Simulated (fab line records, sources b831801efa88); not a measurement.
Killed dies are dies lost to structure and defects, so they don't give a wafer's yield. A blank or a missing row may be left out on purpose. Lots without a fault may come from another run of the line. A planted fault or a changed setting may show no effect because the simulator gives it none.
Which tool did it? | flow sky130 | 12 lots, 36 wafers sampled, at 4 steps of a route of 708

WHAT THE GAUGES READ, wafer by wafer
SKY_POLY_GATE_OVL_MEAS_14. Usual: POLY_GATE_OVL -1 nm, standard deviation 5.1.
lot  | measured     | on         | POLY_GATE_OVL (nm) | flag
L707 | day 16 00:28 | overlay-02 | 5 0 2              |
L710 | day 17 22:01 | overlay-01 | -4 2 0             |
L712 | day 18 12:19 | overlay-01 | -6 -3 -11          |
L713 | day 18 13:58 | overlay-01 | -1 -4 -5           |
L714 | day 18 21:07 | overlay-01 | 5 2 2              |
L719 | day 20 18:25 | overlay-02 | 2 10 1             |
L720 | day 20 21:16 | overlay-02 | -7 -9 0            |
L724 | day 23 03:19 | overlay-01 | -1 -2 0            |
L726 | day 23 12:22 | overlay-01 | -2 -5 -2           |
L727 | day 23 14:52 | overlay-01 | -1 0 2             |
L725 | day 23 17:25 | overlay-01 | -5 1 -4            |
L728 | day 24 08:28 | overlay-02 | 4 -1 1             |

SKY_LDD_N_TW_MEAS_17. Usual: LDD_N_TW 2593, standard deviation 37.
lot  | measured     | on            | LDD_N_TW       | flag
L707 | day 17 08:38 | film_metro-04 | 2576 2583 2594 |
L710 | day 19 08:04 | film_metro-03 | 2556 2551 2554 |
L712 | day 19 22:47 | film_metro-03 | 2546 2560 2557 |
L713 | day 20 00:49 | film_metro-01 | 2652 2648 2642 |
L714 | day 20 06:56 | film_metro-01 | 2637 2647 2653 |
L719 | day 22 04:16 | film_metro-04 | 2576 2567 2572 |
L720 | day 22 06:34 | film_metro-04 | 2566 2578 2593 |
L724 | day 24 11:51 | film_metro-03 | 2553 2550 2557 |
L726 | day 24 20:13 | film_metro-01 | 2633 2626 2645 |
L727 | day 25 00:14 | film_metro-01 | 2633 2624 2634 |
L725 | day 25 02:14 | film_metro-01 | 2640 2638 2637 |
L728 | day 25 16:35 | film_metro-04 | 2579 2584 2585 |

SKY_LDD_HVN_TW_MEAS_10. Usual: LDD_HVN_TW 1435, standard deviation 14.
lot  | measured     | on            | LDD_HVN_TW                    | flag
L707 | day 19 20:50 | film_metro-03 | 1415 1423 1424                |
L710 | day 21 22:14 | film_metro-03 | 1767 1769 1769 1767 1770 1776 | OFF
L712 | day 22 11:47 | film_metro-02 | 1457 1456 1453                |
L713 | day 22 15:11 | film_metro-03 | 1776 1772 1764 1767 1766 1789 | OFF
L714 | day 22 20:05 | film_metro-02 | 1447 1455 1447                |
L719 | day 24 16:38 | film_metro-03 | 1408 1414 1417                |
L720 | day 24 18:35 | film_metro-03 | 1770 1778 1769 1775 1774 1776 | OFF
L724 | day 26 22:30 | film_metro-03 | 1428 1429 1428                |
L726 | day 27 06:17 | film_metro-02 | 1450 1443 1447                |
L727 | day 27 10:08 | film_metro-04 | 1429 1425 1430                |
L725 | day 27 11:19 | film_metro-02 | 1447 1439 1445                |
L728 | day 28 02:26 | film_metro-04 | 1438 1435 1437                |

WHICH TOOL RAN EACH LOT (tool, then ch and the chambers of the sampled wafers, then the start)
lot  | SKY_LDD_HVN_IMPLANT_08
L707 | implanter-04 ch 0, day 19 20:36
L710 | implanter-04 ch 0, day 21 21:40
L712 | implanter-03 ch 0, day 22 11:33
L713 | implanter-03 ch 0, day 22 14:38
L714 | implanter-03 ch 0, day 22 19:51
L719 | implanter-03 ch 0, day 24 16:23
L720 | implanter-03 ch 0, day 24 18:02
L724 | implanter-01 ch 0, day 26 22:18
L726 | implanter-01 ch 0, day 27 06:02
L727 | implanter-04 ch 0, day 27 09:55
L725 | implanter-01 ch 0, day 27 11:04
L728 | implanter-03 ch 0, day 28 02:11
- SKY_LDD_HVN_IMPLANT_08

WHAT THE TOOLS THEMSELVES READ (means of the sampled wafers that have a number; where no wafer has one, the mark that the record gives instead)
SKY_LDD_HVN_IMPLANT_08. Usual: beam_energy_keV 59.999, standard deviation 0.018; tilt_deg 39.998 degrees, standard deviation 0.021.
lot  | tool         | beam_energy_keV | tilt_deg (degrees) | flag
L707 | implanter-04 | 59.992          | 39.996             |
L710 | implanter-04 | 60.008          | 40.012             |
L712 | implanter-03 | 59.983          | 39.989             |
L713 | implanter-03 | 60.002          | 39.997             |
L714 | implanter-03 | 59.997          | 39.980             |
L719 | implanter-03 | 60.020          | 39.985             |
L720 | implanter-03 | 59.997          | 39.994             |
L724 | implanter-01 | 59.990          | 39.990             |
L726 | implanter-01 | 59.994          | 40.010             |
L727 | implanter-04 | 60.007          | 39.963             |
L725 | implanter-01 | 60.011          | 40.013             |
L728 | implanter-03 | 59.995          | 39.997             |

THE ANSWER, worked out from the rows above alone
Rule: a lot is off if the mean of its wafers that have a number lies more than 3 standard deviations from the usual mean. A lot without any number at a reading at which 4 lots or more have one is off too. The other lots that the step has rows for count as sound. The gauges are gone through in route order, then the tools' own readings, and for those a lot's mean is taken as printed above. The first step at which some lot is off is used, and at that step the reading that is off furthest; a lot without a number counts as furthest.
Off: L710, L713, L720, at SKY_LDD_HVN_TW_MEAS_10 (LDD_HVN_TW).
A tool fits if, at a process step before that reading, it ran every lot that is off, and no sound lot after the first of them. The gauges at SKY_LDD_HVN_TW_MEAS_10 are tried like those tools. None of those tried fits.

WHAT THE SIMULATOR HAD PUT IN
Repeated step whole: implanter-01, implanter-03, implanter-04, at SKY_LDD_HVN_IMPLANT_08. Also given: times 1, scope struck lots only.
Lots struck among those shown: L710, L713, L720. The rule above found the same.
